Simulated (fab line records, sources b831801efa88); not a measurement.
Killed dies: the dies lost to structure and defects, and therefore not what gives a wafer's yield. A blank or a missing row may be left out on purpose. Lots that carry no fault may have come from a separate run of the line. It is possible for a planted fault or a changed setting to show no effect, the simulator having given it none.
Chamber matching :: flow gf180mcu :: rie-diel-02 running GF_V3_ETCH_16: 4 sister chambers
The step etches BARC in N2/H2. 20 wafers are shown with their chamber, then 10 later ones without.

EACH WAFER AND ITS CHAMBER
wafer: L075.1
chamber: 0
drypump-motor-current-A (A): 4.9
oes-product-au (a.u.): 0.859
throttle-valve-pct (%): 13.233

wafer: L075.2
chamber: 2
drypump-motor-current-A (A): 5.6
oes-product-au (a.u.): 0.864
throttle-valve-pct (%): 13.225

wafer: L075.3
chamber: 1
drypump-motor-current-A (A): 5.9
oes-product-au (a.u.): 0.855
throttle-valve-pct (%): 13.233

wafer: L077.1
chamber: 0
drypump-motor-current-A (A): 4.9
oes-product-au (a.u.): 0.850
throttle-valve-pct (%): 13.209

wafer: L077.3
chamber: 2
drypump-motor-current-A (A): 5.6
oes-product-au (a.u.): 0.859
throttle-valve-pct (%): 13.228

wafer: L077.4
chamber: 3
drypump-motor-current-A (A): 4.9
oes-product-au (a.u.): 0.851
throttle-valve-pct (%): 13.233

wafer: L081.2
chamber: 1
drypump-motor-current-A (A): 5.9
oes-product-au (a.u.): 0.857
throttle-valve-pct (%): 13.219

wafer: L081.5
chamber: 1
drypump-motor-current-A (A): 5.9
oes-product-au (a.u.): 0.854
throttle-valve-pct (%): 13.242

wafer: L081.6
chamber: 0
drypump-motor-current-A (A): 4.9
oes-product-au (a.u.): 0.854
throttle-valve-pct (%): 13.213

wafer: L084.1
chamber: 0
drypump-motor-current-A (A): 4.9
oes-product-au (a.u.): 0.865
throttle-valve-pct (%): 13.226

wafer: L084.2
chamber: 2
drypump-motor-current-A (A): 5.6
oes-product-au (a.u.): 0.859
throttle-valve-pct (%): 13.220

wafer: L084.3
chamber: 1
drypump-motor-current-A (A): 5.9
oes-product-au (a.u.): 0.849
throttle-valve-pct (%): 13.229

wafer: L087.1
chamber: 3
drypump-motor-current-A (A): 4.9
oes-product-au (a.u.): 0.860
throttle-valve-pct (%): 13.230

wafer: L087.2
chamber: 2
drypump-motor-current-A (A): 5.5
oes-product-au (a.u.): 0.858
throttle-valve-pct (%): 13.221

wafer: L087.3
chamber: 1
drypump-motor-current-A (A): 5.9
oes-product-au (a.u.): 0.855
throttle-valve-pct (%): 13.245

wafer: L087.4
chamber: 0
drypump-motor-current-A (A): 4.9
oes-product-au (a.u.): 0.854
throttle-valve-pct (%): 13.225

wafer: L087.5
chamber: 1
drypump-motor-current-A (A): 5.9
oes-product-au (a.u.): 0.856
throttle-valve-pct (%): 13.212

wafer: L087.6
chamber: 0
drypump-motor-current-A (A): 4.9
oes-product-au (a.u.): 0.852
throttle-valve-pct (%): 13.203

wafer: L088.2
chamber: 3
drypump-motor-current-A (A): 4.9
oes-product-au (a.u.): 0.852
throttle-valve-pct (%): 13.227

wafer: L088.3
chamber: 1
drypump-motor-current-A (A): 5.9
oes-product-au (a.u.): 0.850
throttle-valve-pct (%): 13.221

SIGNATURES, as means of the wafers listed above
reading: drypump-motor-current-A
chamber 0: 4.900
chamber 1: 5.900
chamber 2: 5.575
chamber 3: 4.900
scatter within a chamber: 0.0217

reading: oes-product-au
chamber 0: 0.85567
chamber 1: 0.85371
chamber 2: 0.86000
chamber 3: 0.85433
scatter within a chamber: 0.00415

reading: throttle-valve-pct
chamber 0: 13.21817
chamber 1: 13.22871
chamber 2: 13.22350
chamber 3: 13.23000
scatter within a chamber: 0.0101
Rule: a wafer's distance from a chamber is the root of the sum, over the readings, of the square of ((its reading less the chamber's mean) divided by the reading's scatter). If the next closest chamber is less than 2 further off than the closest, the wafer can't be placed; otherwise it belongs to the closest. How the scatter is found: for the shown wafers, subtract from each reading the mean of its chamber, square and add these, divide the total by (wafers less chambers), then take the root.

WAFERS WITHOUT THEIR CHAMBER
wafer: L088.4
drypump-motor-current-A (A): 4.9
oes-product-au (a.u.): 0.859
throttle-valve-pct (%): 13.224

wafer: L091.1
drypump-motor-current-A (A): 4.9
oes-product-au (a.u.): 0.863
throttle-valve-pct (%): 13.214

wafer: L091.3
drypump-motor-current-A (A): 5.9
oes-product-au (a.u.): 0.852
throttle-valve-pct (%): 13.228

wafer: L091.5
drypump-motor-current-A (A): 4.8
oes-product-au (a.u.): 0.855
throttle-valve-pct (%): 13.201

wafer: L094.1
drypump-motor-current-A (A): 5.5
oes-product-au (a.u.): 0.859
throttle-valve-pct (%): 13.238

wafer: L094.3
drypump-motor-current-A (A): 4.9
oes-product-au (a.u.): 0.848
throttle-valve-pct (%): 13.238

wafer: L094.5
drypump-motor-current-A (A): 4.9
oes-product-au (a.u.): 0.854
throttle-valve-pct (%): 13.223

wafer: L097.2
drypump-motor-current-A (A): 4.8
oes-product-au (a.u.): 0.850
throttle-valve-pct (%): 13.225

wafer: L097.4
drypump-motor-current-A (A): 5.9
oes-product-au (a.u.): 0.850
throttle-valve-pct (%): 13.224

wafer: L097.6
drypump-motor-current-A (A): 4.8
oes-product-au (a.u.): 0.852
throttle-valve-pct (%): 13.213

WHICH CHAMBER EACH ONE RAN IN
wafer: L088.4
from the rows above: can't be placed: 0 or 3
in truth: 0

wafer: L091.1
from the rows above: can't be placed: 0 or 3
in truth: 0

wafer: L091.3
from the rows above: 1
in truth: 1

wafer: L091.5
from the rows above: can't be placed: 0 or 3
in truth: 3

wafer: L094.1
from the rows above: 2
in truth: 2

wafer: L094.3
from the rows above: can't be placed: 3 or 0
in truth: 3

wafer: L094.5
from the rows above: can't be placed: 0 or 3
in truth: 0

wafer: L097.2
from the rows above: can't be placed: 3 or 0
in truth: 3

wafer: L097.4
from the rows above: 1
in truth: 1

wafer: L097.6
from the rows above: can't be placed: 0 or 3
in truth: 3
Correctly placed: 3 of 10. Cannot be placed on the basis of these rows: 7; the candidates contain the true chamber in 7. Number placed wrongly: 0.
